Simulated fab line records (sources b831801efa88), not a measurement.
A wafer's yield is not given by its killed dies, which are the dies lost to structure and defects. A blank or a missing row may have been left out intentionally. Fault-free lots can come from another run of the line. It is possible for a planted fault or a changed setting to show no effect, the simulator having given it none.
Code-filled problem report in 8D (eight disciplines) form -- flow sky130 -- the parts of the form that need people (team, actions taken, sign-off) are left out

== 1. WHAT IS WRONG ==
Wafers without a fault read 380.1 nm, standard deviation 1.9; cd nm at SKY_SD_N_CD_MEAS_07 reads a mean of 391.4 nm on 2 wafers belonging to 2 lots. Relative to the usual mean, that is a shift of +5.9 standard deviations.
The step: target cd 380 nm.
The first sign was on wafer L899.6 at day 31 13:49, on cd sem-02. The record holds 31 wafers of 11 lots with a number at this step. Rule for "out", or "out of limits": more than 4 standard deviations from the usual mean. All remaining wafers that have a number are taken as sound.

== 2. WHAT IT IS, AND WHAT IT ISN'T ==
question,is,is not
which readings at this step,cd nm,-
which lots,"L899, L900","L889, L890, L891, L892, L905, L906, L909, L910, L912"
which wafers of those lots,"L899.6, L900.6","L899.4, L899.5"
read on which gauges,cd sem-02,cd sem-01
when,from day 31 13:49,"up to then (14 sound wafers); but 15 sound wafers of L905, L906, L909, L910, L912 came after"

== 3. THE SUSPECTS, EACH WITH WHAT RULES IT OUT ==
Counting: any tool at a process step up to the reading remains a suspect provided it ran every lot that is out. Sound lots after the first of them don't rule it out here, since some wafers of a struck lot are sound.
- the gauge at SKY_SD_N_CD_MEAS_07 has been ruled out. All the wafers that are out were read on cd sem-02, but those of them that SKY_SD_N_STRIP_11 has rows for are out there too, on other tools.
- litho track-03 at SKY_SD_N_COAT_02 (resist thk 1140 nm): kept. It processed each lot that is out (first: L899, day 30 23:13); up to then, its last sound lot is L892 (day 28 16:04).
Left after counting: litho track-03 at SKY_SD_N_COAT_02.

== 4. THE CAUSE (what the simulator had put in) ==
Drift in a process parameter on litho track-03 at SKY_SD_N_COAT_02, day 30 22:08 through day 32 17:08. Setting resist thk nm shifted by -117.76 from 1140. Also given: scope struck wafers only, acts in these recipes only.
This tool alone remained once counting was done.

== 5. THE CHAIN OF EFFECTS, in route order ==
Rows list readings where the struck wafers' mean (over those with a number) sits beyond 3 standard deviations from the usual. Only readings whose record carries a usual standard deviation are examined. hours: median over the lots of the time between each lot's start at the first step of this table that gives one and its start at this step. sigmas: the change, counted in usual standard deviations.
hours,step,reading,usual,on struck wafers,change,sigmas
0,SKY_SD_N_CD_MEAS_07,cd nm,380.1 nm,391.4,+11.2,+5.9
4,SKY_SD_N_STRIP_11,oes product au,0.527 a.u.,0.512,-0.015,-3.3
4,SKY_SD_N_STRIP_11,strip time to endpoint s,22.55 s,21.23,-1.32,-36
It contains these process steps:
- SKY_SD_N_STRIP_11: strips in O2/N2.

== 6. HOW IT WOULD HAVE BEEN CAUGHT EARLIER ==
Counted from the fault's start at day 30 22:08, it took 16 hours until the first out-of-limits reading at a measuring or inspecting step in this record, taken at day 31 13:49.
All the lots that are out (2) had begun SKY_SD_N_COAT_02 on litho track-03 by day 31 13:49. A hold on the tool at that time would have spared none of them.
